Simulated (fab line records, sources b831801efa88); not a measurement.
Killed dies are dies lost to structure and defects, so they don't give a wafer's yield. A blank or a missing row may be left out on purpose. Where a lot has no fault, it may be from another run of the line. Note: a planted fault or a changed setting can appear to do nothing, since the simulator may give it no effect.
Problem report in the 8D (eight disciplines) form, filled by code | flow gf180mcu | the parts of the form that need people (team, actions taken, sign-off) are left out

== 1. THE ISSUE ==
rotationDeg at GF_HV_LDD_IMPLANT_36 reads a mean of 367.43 degrees on 6 wafers of 2 lots; wafers without a fault read 269.99 degrees with a standard deviation of 0.051. So: +99 or more standard deviations from the usual mean.
First observed at day 14 04:57: wafer L293.2, on implanter-04. The record holds 42 wafers of 14 lots with a number at this step. Rule for "out" (also "out of limits"): further than 4 standard deviations from the usual mean. All remaining wafers that have a number are taken as sound.

== 2. WHAT THIS IS AND IS NOT ==
question                    | is                     | is not
which readings at this step | rotationDeg            | -
which lots                  | L293, L296             | L285, L286, L291, L292, L294, L295, L297, L301, L303, L306, L307, L308
which wafers of those lots  | all that have a number | -
read on which tools         | implanter-04           | implanter-01, implanter-03
when                        | from day 14 04:57      | up to then (12 sound wafers); but 24 sound wafers of L294, L295, L297, L301, L303, L306, L307, L308 came after

== 3. SUSPECTS, AND WHAT RULES EACH OUT ==
Counting: a tool stays on the suspect list if, at a process step up to the reading, it processed all lots that are out and no sound lot following the first of them.
- implanter-04 at GF_HV_LDD_IMPLANT_36: ruled out as a lasting fault. Following L293 (day 14 04:57), the first lot on it that is out, the sound lots L306 were run on it.
Left after counting: nothing in the record.

== 4. THE CAUSE (what the simulator had put in) ==
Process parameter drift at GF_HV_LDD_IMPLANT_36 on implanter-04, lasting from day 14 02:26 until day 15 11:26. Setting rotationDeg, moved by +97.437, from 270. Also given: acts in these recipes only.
Counting ruled it out, wrongly.

== 5. THE EFFECT CHAIN, in route order ==
Each row: a reading where the mean over the struck wafers with a number is more than 3 standard deviations away from the usual. Readings are gone through only where the record gives a usual standard deviation; hours: the median, over the lots, of the time from a lot's start at the first step in this table giving one to that lot's start at this step; sigmas: the change measured in usual standard deviations.
hours | step                 | reading     | usual          | on struck wafers | change | sigmas
0     | GF_HV_LDD_IMPLANT_36 | rotationDeg | 269.99 degrees | 367.43           | +97.44 | +99 or more
Its process steps:
- GF_HV_LDD_IMPLANT_36
Later measuring or inspecting steps at which every struck wafer that the step has a row for has a number for every such reading, and none has moved that far: GF_HV_LDD_TW_MEAS_50.

== 6. HOW IT WOULD HAVE BEEN CAUGHT EARLIER ==
The fault began at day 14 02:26; the first out-of-limits reading in this record came at day 14 04:57, 3 hours later.
